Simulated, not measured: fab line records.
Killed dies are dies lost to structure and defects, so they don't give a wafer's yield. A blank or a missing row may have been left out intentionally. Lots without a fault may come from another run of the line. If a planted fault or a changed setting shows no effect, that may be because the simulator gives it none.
A struck lot beside a sound one ; flow sky130 ; 17 out of 708 route steps
Sound: the wafers L343.1, L343.4, L343.5. Wafers struck: L357.2, L357.3, L357.4. Last of all comes the cause.
Each step with rows lists, per side, the tool, then ch with its chambers, then its first start. Under that, the readings that differ: sound wafers ; struck wafers ; difference of the means ; sigmas: that difference in standard deviations of wafers without a fault.
alike: same words and numbers on both sides, and readings whose means sit less than 2 such deviations apart. not compared: any withheld reading, any reading some wafer has no value for, any bound like >300 that may hide the same value, and any number with overlapping values for which the record gives no deviation.
Wherever a step has rows on one side only, a row that says differs or no value, or a row with sigmas, the two part there. Numbers that have no deviation but don't overlap get no sigmas and don't part them. Lack of a reading on every wafer of one side parts them only where that side has two or more wafers.

first, 2 steps without rows for these wafers: SKY_CONTACT_PEB_12; SKY_CONTACT_DEVELOP_13 (develop time 60 s).
SKY_CONTACT_CD_MEAS_14: the cd target is 170 nm.
  struck on cd sem-02, day 37 06:02; sound on cd sem-01, day 32 13:29
  alike: cd nm
SKY_CONTACT_OVL_MEAS_15:
  struck on overlay-01, day 37 06:08; sound on overlay-01, day 32 13:37
  alike: CONTACT_OVL
SKY_CONTACT_ETCH_16: etches BARC in N2/H2, stops on SiO2, time 45.9 s, target depth 60 nm.
  sound on rie diel-01 ch 0,1,3, day 32 13:39; struck on rie diel-04 ch 0,2,3, day 37 06:10
  alike: drypump motor current A, oes product au, rf fwd power W, throttle valve pct
  not compared: rf hours counter h
SKY_CONTACT_ETCH_17: etches SiO2 in C4F8/O2/Ar, stops on Si3N4, target depth 340 nm.
  sound on rie diel-01 ch 0,1,3, day 32 13:41; struck on rie diel-04 ch 0,2,3, day 37 06:13
reading;sound;struck;difference;sigmas
rf fwd power W (W);1492 1485 1500;1482 1482 1482;-10;-2
  alike: oes product au
SKY_CONTACT_ETCH_18: etches Si3N4 in CHF3/O2, stops on TiN, time 39 s, target depth 75 nm.
  sound: rie diel-01 ch 0,1,3; struck: rie diel-04 ch 0,2,3
  alike: O2_flow_sccm, drypump motor current A, oes product au, rf fwd power W, throttle valve pct
  not compared: rf hours counter h
SKY_CONTACT_STRIP_19: strips in O2/N2.
  sound on plasma asher-03 ch 0,1, day 32 13:47; struck on plasma asher-04 ch 0,1, day 37 06:18
  alike: drypump motor current A, oes product au, strip time to endpoint s
  not compared: rf hours counter h
then, 3 steps without rows for these wafers: SKY_CONTACT_STRIP_20 (strips in post etch residue remover, time 1200 s); SKY_CONTACT_CLEAN_21 (cleans in IPA, time 180 s); SKY_CONTACT_CLEAN_22 (cleans in O3/DIW).
SKY_CONTACT_SPUTTER_23: material TiN, target thk 20 nm, time 80 s.
  struck on pvd sputter-02, day 37 06:58; sound on pvd sputter-04, day 32 14:25
  alike: throttle valve pct
SKY_CONTACT_CVD_24: deposits W, target thk 340 nm, time 102.12 s.
  sound on cvd w-01 ch 0, day 32 14:29; struck on cvd w-01 ch 0,1, day 37 07:01
  no value came back on the struck wafers for chamber pressure Torr (Torr), heater power outer w (W), heater power w (W); on the sound wafers chamber pressure Torr (Torr) reads 39.89 40.00 39.81
  not compared: since wet clean h
SKY_CONTACT_RS_MEAS_25: measurement is done with a four-point probe.
  struck on film metro-04, day 37 07:14; sound on film metro-04, day 32 14:35
reading;sound;struck;difference;sigmas
CONTACT_W_RS (ohm/sq);0.347 0.343 0.344;57.832 57.563 57.887;+57.416;+99 or more
SKY_CONTACT_THK_MEAS_26: measures by xrf.
  struck on film metro-04, day 37 07:20; sound on film metro-04, day 32 14:43
reading;sound;struck;difference;sigmas
CONTACT_W_THK (nm);347 353 353;<0 <0 <0;differs;
SKY_CONTACT_CMP_27: polishes, stops on SiO2, t overpolish 15 s, target thk 0 nm.
  sound on cmp-02 ch 0,2,3, day 32 14:46; struck on cmp-02 ch 0,1,2, day 37 07:34
reading;sound;struck;difference;sigmas
time to endpoint s (s);75 77 79;5 2 6;-73;-21
  alike: motor current A
-- the record jumps here: 13 days lie between the struck wafers' starts before and after (it left off in module CONTACT and takes up again in module PAD_OPEN, whose first step shown is number 708 of the route) --
SKY_PAD_OPEN_PROBE_99:
  only the struck wafers here have rows in the record (prober-02, day 50 03:42); the sound ones have none

WHERE THEY PART
At SKY_CONTACT_ETCH_17 first; at SKY_PAD_OPEN_PROBE_99 last (within this record only).

WHY: what the simulator had put in
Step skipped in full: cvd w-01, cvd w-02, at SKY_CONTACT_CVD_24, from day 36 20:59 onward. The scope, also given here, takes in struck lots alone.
